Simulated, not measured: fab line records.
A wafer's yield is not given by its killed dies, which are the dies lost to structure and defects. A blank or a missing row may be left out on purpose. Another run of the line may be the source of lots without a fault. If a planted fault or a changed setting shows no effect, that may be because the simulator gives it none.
Code-filled problem report in 8D (eight disciplines) form ; flow gf180mcu ; the parts of the form that need people (team, actions taken, sign-off) are left out

1. WHAT WENT WRONG
Wafers free of any fault read 418.1 ohm/sq (standard deviation 0.95) for HV_LDD_RS at GF_HV_LDD_RS_MEAS_53, against a mean of 407.7 ohm/sq on 6 wafers of 2 lots. That puts it -11 standard deviations away from the usual mean.
The step: measures by four-point-probe.
First observed at day 17 04:50: wafer L463.3, on film metro-01. At this step, 39 wafers from 13 lots have a number in the record. Rule for "out" (also "out of limits"): further than 4 standard deviations from the usual mean. All remaining wafers that have a number are taken as sound.

2. WHAT IT IS, AND WHAT IT ISN'T
question;is;is not
which readings at this step;HV_LDD_RS;-
which lots;L463, L465;L449, L450, L452, L453, L455, L456, L458, L467, L468, L469, L472
which wafers of those lots;all that have a number;-
read on which gauges;film metro-01, film metro-02;film metro-03
when;from day 17 04:50;"up to then (21 sound wafers); but 12 sound wafers of L467, L468, L469, L472 came after"

3. SUSPECTS, AND WHAT RULES EACH OUT
Counting: a tool at any process step up to the reading remains a suspect when it ran all the lots that are out and ran no sound lot after the first of those.
- the gauge at GF_HV_LDD_RS_MEAS_53 has been ruled out. 2 gauges (film metro-01, film metro-02) read the wafers that are out.
- implanter-01 at GF_HV_LDD_IMPLANT_09: kept. Every lot that is out went through it, starting with L463 (day 14 11:05), and after that it ran no sound lot; the last sound lot it ran before then is L456 (day 12 08:26). Its own dose ions cm2 readings are out on those wafers.
Remaining after the count: implanter-01 at GF_HV_LDD_IMPLANT_09.

4. THE CAUSE (what the simulator had put in)
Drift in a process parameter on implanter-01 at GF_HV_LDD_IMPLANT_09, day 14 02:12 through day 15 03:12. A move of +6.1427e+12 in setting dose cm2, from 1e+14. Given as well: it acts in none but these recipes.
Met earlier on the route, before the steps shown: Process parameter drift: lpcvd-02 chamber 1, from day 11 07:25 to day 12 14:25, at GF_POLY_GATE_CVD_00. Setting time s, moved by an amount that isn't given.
After counting, this tool was the only one left.

5. SEQUENCE OF EFFECTS, ordered by route
Rows list readings where the struck wafers' mean (over those with a number) sits beyond 3 standard deviations from the usual. Scope: only readings with a usual standard deviation given in the record; hours: median across lots of the time from each lot's start at the first step in this table that gives one to its start at this step; sigmas: change in usual standard deviations.
hours;step;reading;usual;on struck wafers;change;sigmas
0;GF_HV_LDD_IMPLANT_09;dose ions cm2;9.999e+13;1.060e+14;+6.008e+12;+55
0;GF_HV_LDD_IMPLANT_09;faraday current uA;563;603;+40;+3.6
66;GF_HV_LDD_RS_MEAS_53;HV_LDD_RS;418.1 ohm/sq;407.7;-10.4;-11
Its process steps:
- GF_HV_LDD_IMPLANT_09

6. HOW IT WOULD HAVE BEEN CAUGHT EARLIER
75 hours passed between the start of the fault at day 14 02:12 and the first reading out of limits at a measuring or inspecting step in this record, taken at day 17 04:50.
The tool's own readings at GF_HV_LDD_IMPLANT_09 were out on every struck wafer that the step has a row for (dose ions cm2): an alarm limit on them would have fired on the first of those.
By day 17 04:50 the whole set of lots that are out, 2 in number, had already begun GF_HV_LDD_IMPLANT_09 on implanter-01. None of them would have been spared by holding the tool at that moment.
